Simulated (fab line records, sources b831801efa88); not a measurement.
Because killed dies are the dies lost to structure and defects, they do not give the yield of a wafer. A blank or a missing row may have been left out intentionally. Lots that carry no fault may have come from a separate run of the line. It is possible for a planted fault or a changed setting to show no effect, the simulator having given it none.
What tool caused it?    flow sky130    24 lots with 72 wafers sampled at 4 steps, on a route of 708 steps

== WHAT EACH GAUGE READ, for each wafer ==
SKY_CAP2M_RS_MEAS_03: measures by four-point-probe. Usual: for CAP2M_TIN_RS the level is 6.94 ohm/sq and the standard deviation is 0.076.
lot   measured      on             CAP2M_TIN_RS (ohm/sq)  flag
L074  day 39 12:12  film metro-01  6.85 6.95 6.88         
L075  day 40 00:45  film metro-01  6.79 6.86 6.86         
L076  day 40 06:11  film metro-04  6.82 6.85 6.84         
L077  day 40 12:02  film metro-01  6.98 6.98 6.95         
L078  day 41 03:30  film metro-04  6.94 6.89 6.83         
L079  day 41 07:52  film metro-04  7.04 7.05 6.95         
L080  day 41 11:29  film metro-04  6.80 6.78 6.76         
L081  day 41 23:38  film metro-04  6.96 6.85 6.87         
L082  day 42 01:18  film metro-04  7.07 7.08 7.11         
L083  day 42 06:40  film metro-04  7.07 7.09 6.99         
L084  day 42 20:07  film metro-03  6.93 6.98 7.01         
L085  day 42 22:39  film metro-01  7.00 6.97 7.02         
L086  day 43 08:18  film metro-04  7.08 6.97 6.98         
L087  day 43 11:15  film metro-01  6.85 6.89 6.87         
L088  day 43 14:36  film metro-04  7.04 6.95 7.01         
L089  day 43 22:31  film metro-04  6.90 6.98 6.97         
L090  day 44 08:49  film metro-04  7.00 6.99 6.97         
L091  day 44 20:25  film metro-04  6.93 6.95 6.95         
L092  day 45 04:29  film metro-03  6.98 7.08 7.05         
L093  day 45 07:38  film metro-04  7.02 7.00 7.08         
L094  day 45 09:46  film metro-01  6.99 6.97 6.91         
L095  day 45 11:34  film metro-03  6.90 6.87 6.84         
L096  day 45 15:01  film metro-03  6.86 6.93 6.84         
L097  day 45 17:47  film metro-03  6.87 6.88 6.84         

== WHAT TOOL EACH LOT RAN ON (gives the tool, then ch and the chambers of the sampled wafers, and finally the start) ==
lot   SKY_METAL1_DESCUM_17               SKY_METAL3_DESCUM_15               SKY_VIA3_CMP_24
L074  rie metal-01 ch 0,1, day 32 15:19  rie metal-04 ch 0,1, day 38 07:55  cmp-02 ch 1,2, day 39 11:31
L075  rie metal-02 ch 0,1, day 33 03:45  rie metal-04 ch 0,1, day 38 20:21  cmp-01 ch 0,1,2, day 40 00:08
L076  rie metal-03 ch 0,1, day 33 08:16  rie metal-04 ch 0,1, day 39 02:37  cmp-02 ch 0,1,2, day 40 05:39
L077  rie metal-02 ch 0, day 33 16:10    rie metal-04 ch 0, day 39 07:52    cmp-02 ch 0,1,3, day 40 11:20
L078  rie metal-03 ch 0,1, day 34 08:57  rie metal-04 ch 0,1, day 40 00:29  cmp-01 ch 0,1,2, day 41 02:52
L079  rie metal-01 ch 0,1, day 34 14:46  rie metal-04 ch 0,1, day 40 04:30  cmp-02 ch 2,3, day 41 07:16
L080  rie metal-03 ch 0,1, day 34 17:19  rie metal-03 ch 0,1, day 40 08:16  cmp-01 ch 0,1,2, day 41 10:56
L081  rie metal-01 ch 1, day 35 07:03    rie metal-04 ch 0,1, day 40 20:37  cmp-02 ch 0,2,3, day 41 23:04
L082  rie metal-02 ch 0,1, day 35 09:01  rie metal-03 ch 1, day 40 21:40    cmp-01 ch 0,1,3, day 42 00:37
L083  rie metal-01 ch 0,1, day 35 14:01  rie metal-03 ch 0,1, day 41 02:33  cmp-01 ch 1,2,3, day 42 06:07
L084  rie metal-02 ch 0,1, day 36 07:57  rie metal-03 ch 1, day 41 17:24    cmp-02 ch 1,2, day 42 19:26
L085  rie metal-01 ch 0,1, day 36 09:06  rie metal-03 ch 0,1, day 41 20:11  cmp-02 ch 0,1, day 42 22:01
L086  rie metal-02 ch 0,1, day 36 18:12  rie metal-02 ch 1, day 42 05:16    cmp-02 ch 1,2, day 43 07:40
L087  rie metal-01 ch 0,1, day 36 23:13  rie metal-03 ch 0,1, day 42 08:41  cmp-02 ch 0,2,3, day 43 10:38
L088  rie metal-03 ch 0,1, day 37 01:19  rie metal-04 ch 0,1, day 42 11:49  cmp-02 ch 1,2, day 43 13:58
L089  rie metal-03 ch 0,1, day 37 12:04  rie metal-02 ch 0,1, day 42 19:33  cmp-02 ch 0,1,2, day 43 21:59
L090  rie metal-01 ch 0,1, day 37 20:30  rie metal-02 ch 0, day 43 06:10    cmp-02 ch 0,2,3, day 44 08:13
L091  rie metal-03 ch 0,1, day 38 11:40  rie metal-02 ch 0,1, day 43 18:43  cmp-02 ch 0,1,2, day 44 19:46
L092  rie metal-01 ch 1, day 38 20:46    rie metal-02 ch 0,1, day 44 03:05  cmp-02 ch 1,2, day 45 03:49
L093  rie metal-03 ch 0,1, day 38 22:54  rie metal-03 ch 0,1, day 44 06:17  cmp-02 ch 1,3, day 45 07:02
L094  rie metal-03 ch 0,1, day 39 02:34  rie metal-03 ch 0, day 44 08:33    cmp-02 ch 1,2,3, day 45 09:10
L095  rie metal-01 ch 1, day 39 02:55    rie metal-03 ch 0,1, day 44 09:12  cmp-02 ch 0,1, day 45 10:55
L096  rie metal-03 ch 0,1, day 39 07:00  rie metal-04 ch 0,1, day 44 13:27  cmp-01 ch 0,1,3, day 45 14:22
L097  rie metal-02 ch 0,1, day 39 13:22  rie metal-04 ch 0,1, day 44 16:57  cmp-01 ch 0,1,3, day 45 17:16
- SKY_METAL1_DESCUM_17: chemistry O2, time 8 s.
- SKY_METAL3_DESCUM_15: chemistry O2, time 8 s.
- SKY_VIA3_CMP_24: polishes, stops on SiO2, t overpolish 20 s, target thk 0 nm.

== WHAT THE TOOLS THEMSELVES READ (means of the sampled wafers that have a number; where no wafer has one, the mark that the record gives instead) ==
SKY_METAL1_DESCUM_17. Usual: drypump motor current A 5.8 A, standard deviation 0.61; oes product au 1.002 a.u., standard deviation 0.0079; rf fwd power W 147.5 W, standard deviation 0.53.
lot   tool          drypump motor current A (A)  oes product au (a.u.)  rf fwd power W (W)  flag
L074  rie metal-01  6.3                          0.997                  147.3               
L075  rie metal-02  5.7                          0.997                  148.2               
L076  rie metal-03  5.1                          1.008                  147.6               
L077  rie metal-02  5.5                          1.009                  148.1               
L078  rie metal-03  5.1                          1.006                  147.7               
L079  rie metal-01  6.4                          0.992                  147.2               
L080  rie metal-03  5.1                          1.009                  147.2               
L081  rie metal-01  6.6                          0.996                  147.2               
L082  rie metal-02  5.8                          1.003                  148.1               
L083  rie metal-01  6.3                          0.996                  147.8               
L084  rie metal-02  5.9                          1.002                  148.2               
L085  rie metal-01  6.4                          1.001                  147.4               
L086  rie metal-02  5.7                          1.000                  147.7               
L087  rie metal-01  6.3                          0.999                  147.5               
L088  rie metal-03  5.1                          1.009                  147.7               
L089  rie metal-03  5.1                          1.006                  147.1               
L090  rie metal-01  6.4                          1.001                  147.3               
L091  rie metal-03  5.1                          1.003                  147.6               
L092  rie metal-01  6.6                          1.003                  147.0               
L093  rie metal-03  5.1                          1.008                  147.7               
L094  rie metal-03  5.1                          1.012                  147.4               
L095  rie metal-01  6.6                          0.990                  147.2               
L096  rie metal-03  5.1                          1.001                  147.5               
L097  rie metal-02  5.9                          1.007                  147.4               

SKY_METAL3_DESCUM_15. Usual: drypump motor current A 5.6 A, standard deviation 0.5; oes product au 1.004 a.u., standard deviation 0.0067; rf fwd power W 147.4 W, standard deviation 0.81.
lot   tool          drypump motor current A (A)  oes product au (a.u.)  rf fwd power W (W)  flag
L074  rie metal-04  5.9                          1.000                  146.8               
L075  rie metal-04  6.1                          1.003                  146.7               
L076  rie metal-04  6.1                          1.000                  147.6               
L077  rie metal-04  6.3                          1.005                  147.9               
L078  rie metal-04  6.1                          0.998                  147.3               
L079  rie metal-04  5.9                          1.003                  146.6               
L080  rie metal-03  5.1                          1.011                  147.2               
L081  rie metal-04  5.9                          1.004                  147.0               
L082  rie metal-03  5.0                          1.013                  147.3               
L083  rie metal-03  5.1                          1.009                  147.4               
L084  rie metal-03  5.0                          1.005                  146.9               
L085  rie metal-03  5.1                          1.010                  147.3               
L086  rie metal-02  6.1                          0.997                  147.8               
L087  rie metal-03  5.1                          1.005                  147.3               
L088  rie metal-04  6.1                          1.001                  147.6               
L089  rie metal-02  5.9                          0.997                  148.1               
L090  rie metal-02  5.6                          1.005                  147.6               
L091  rie metal-02  5.7                          0.999                  148.0               
L092  rie metal-02  5.8                          1.004                  147.9               
L093  rie metal-03  5.1                          1.010                  147.5               
L094  rie metal-03  5.2                          1.009                  147.4               
L095  rie metal-03  5.1                          1.015                  147.3               
L096  rie metal-04  5.9                          1.004                  147.4               
L097  rie metal-04  6.1                          1.010                  147.3               

SKY_VIA3_CMP_24. Usual: motor current A 10.5 A, standard deviation 1.5; overpolish run s 19.999 s, standard deviation 0.0091; platen rpm 60.00 rpm, standard deviation 0.047; retaining ring pressure frac 1.000, standard deviation 0.0053; time to endpoint s 94.7 s, standard deviation 2.8.
lot   tool    motor current A (A)  overpolish run s (s)  platen rpm (rpm)  retaining ring pressure frac  time to endpoint s (s)  flag
L074  cmp-02  11.8                 19.995                60.02             1.000                         95.2                    
L075  cmp-01  10.7                 19.996                59.94             0.997                         93.1                    
L076  cmp-02  10.2                 20.002                59.95             0.999                         96.8                    
L077  cmp-02  10.0                 20.007                60.00             0.999                         93.1                    
L078  cmp-01  10.6                 19.996                60.00             0.997                         92.6                    
L079  cmp-02  11.2                 20.000                60.00             1.001                         94.5                    
L080  cmp-01  10.5                 19.999                60.01             0.996                         93.4                    
L081  cmp-02  10.2                 20.003                60.03             1.001                         95.2                    
L082  cmp-01  9.6                  19.995                59.97             1.002                         94.9                    
L083  cmp-01  10.7                 19.997                60.02             1.002                         90.6                    
L084  cmp-02  11.6                 20.001                60.05             0.998                         95.1                    
L085  cmp-02  9.1                  19.998                60.02             1.005                         94.2                    
L086  cmp-02  12.1                 20.003                60.04             1.001                         95.9                    
L087  cmp-02  10.4                 20.001                60.01             1.004                         95.1                    
L088  cmp-02  12.0                 20.000                60.05             1.001                         93.8                    
L089  cmp-02  10.6                 20.008                59.98             1.002                         96.8                    
L090  cmp-02  10.4                 20.005                59.99             0.998                         93.9                    
L091  cmp-02  10.6                 19.995                60.06             0.999                         93.7                    
L092  cmp-02  11.4                 19.996                60.02             0.998                         97.8                    
L093  cmp-02  10.7                 20.004                60.01             1.007                         97.1                    
L094  cmp-02  10.8                 19.997                59.95             0.994                         97.0                    
L095  cmp-02  9.9                  20.001                59.97             0.994                         94.1                    
L096  cmp-01  9.8                  20.005                60.06             1.001                         95.4                    
L097  cmp-01  9.8                  20.005                59.98             1.000                         92.0                    

== THE ANSWER, worked out from the rows above alone ==
Rule: a lot counts as off when the mean over its wafers that have a number is more than 3 standard deviations away from the usual mean. Also off: a lot with no number at a reading for which 4 or more lots have one. All remaining lots with rows at the step are treated as sound. First the gauges in route order, then the tools' own readings, where a lot's mean is used as printed above. At the first step where some lot is off, the reading lying furthest off is the one used; lots without a number count as furthest.
Across all readings shown, no lot is off: no conclusion can be drawn from this.

== WHAT THE SIMULATOR HAD INSERTED ==
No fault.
